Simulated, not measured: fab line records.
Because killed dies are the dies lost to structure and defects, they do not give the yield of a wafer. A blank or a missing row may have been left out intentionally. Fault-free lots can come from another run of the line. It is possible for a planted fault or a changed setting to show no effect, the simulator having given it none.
8D (eight disciplines) problem report, filled in by code -- flow gf180mcu -- the parts of the form that need people (team, actions taken, sign-off) are left out

== 1. WHAT WENT WRONG ==
Across 2 wafers from 2 lots, M4_ALCU_RS at GF_M4_RS_MEAS_05 averages 0.1126 ohm/sq, while fault-free wafers read 0.0696 ohm/sq with a standard deviation of 0.00055. That puts it +78 standard deviations away from the usual mean.
The step: measures by four-point-probe.
Earliest sighting: wafer L896.4 on filmMetro-01 at day 25 02:28. At this step, 33 wafers from 11 lots have a number in the record. Rule for "out" (also "out of limits"): further than 4 standard deviations from the usual mean. Any other wafer with a number is counted as sound.

== 2. WHAT IT IS AND WHAT IT IS NOT ==
question,is,is not
which readings at this step,M4_ALCU_RS,-
which lots,"L896, L900","L891, L893, L894, L905, L907, L910, L911, L912, L913"
which wafers of those lots,"L896.4, L900.1","L896.1, L896.6, L900.2, L900.4"
read on which gauges,"filmMetro-01, filmMetro-02",filmMetro-04
when,from day 25 02:28,"up to then (11 sound wafers); but 20 sound wafers of L900, L905, L907, L910, L911, L912, L913 came after"

== 3. SUSPECTS, AND WHAT RULES EACH OUT ==
Counting: any tool at a process step up to the reading remains a suspect provided it ran every lot that is out. Sound lots after the first of them don't rule it out here, since some wafers of a struck lot are sound.
- the gauge at GF_M4_RS_MEAS_05: ruled out. 2 gauges (filmMetro-01, filmMetro-02) read the wafers that are out.
- pvdSputter-02 at GF_M4_SPUTTER_02 (material AlCu, target thk 450 nm, time 23.9 s): kept. Ran every lot that is out, first one L896 (day 25 02:23); last sound lot up to then L893 (day 23 15:30).
Left after counting: pvdSputter-02 at GF_M4_SPUTTER_02.

== 4. THE CAUSE (what the simulator had put in) ==
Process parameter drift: pvdSputter-02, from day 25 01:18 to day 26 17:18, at GF_M4_SPUTTER_02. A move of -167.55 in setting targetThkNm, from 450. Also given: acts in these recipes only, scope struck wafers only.
The count eliminated every tool but this one.

== 5. SEQUENCE OF EFFECTS, ordered by route ==
One row per reading whose mean, taken over the struck wafers that have a number, lies over 3 standard deviations from the usual. Readings are gone through only where the record gives a usual standard deviation; hours: the median, over the lots, of the time from a lot's start at the first step in this table giving one to that lot's start at this step; sigmas: the change measured in usual standard deviations.
hours,step,reading,usual,on struck wafers,change,sigmas
0,GF_M4_RS_MEAS_05,M4_ALCU_RS,0.0696 ohm/sq,0.1126,+0.0430,+78
0,GF_M4_THK_MEAS_06,M4_ALCU_THK,450 nm,278,-172,-44
At these later measuring or inspecting steps, every struck wafer for which the step has a row has a number for every such reading, and none has moved that far: GF_V4_THK_MEAS_03.

== 6. HOW IT WOULD HAVE BEEN CAUGHT EARLIER ==
In this record the first reading out of limits at a measuring or inspecting step was taken at day 25 02:28, 1 hour after the fault began at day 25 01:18.
An alarm limit of 4 standard deviations would not have fired on the tool readings at GF_M4_SPUTTER_02 for which the record gives a usual standard deviation, since none of them was out on any struck wafer.
Lots out: 2; of these, L900 started GF_M4_SPUTTER_02 on pvdSputter-02 after day 25 02:28. Putting the tool on hold at that point would have spared it.
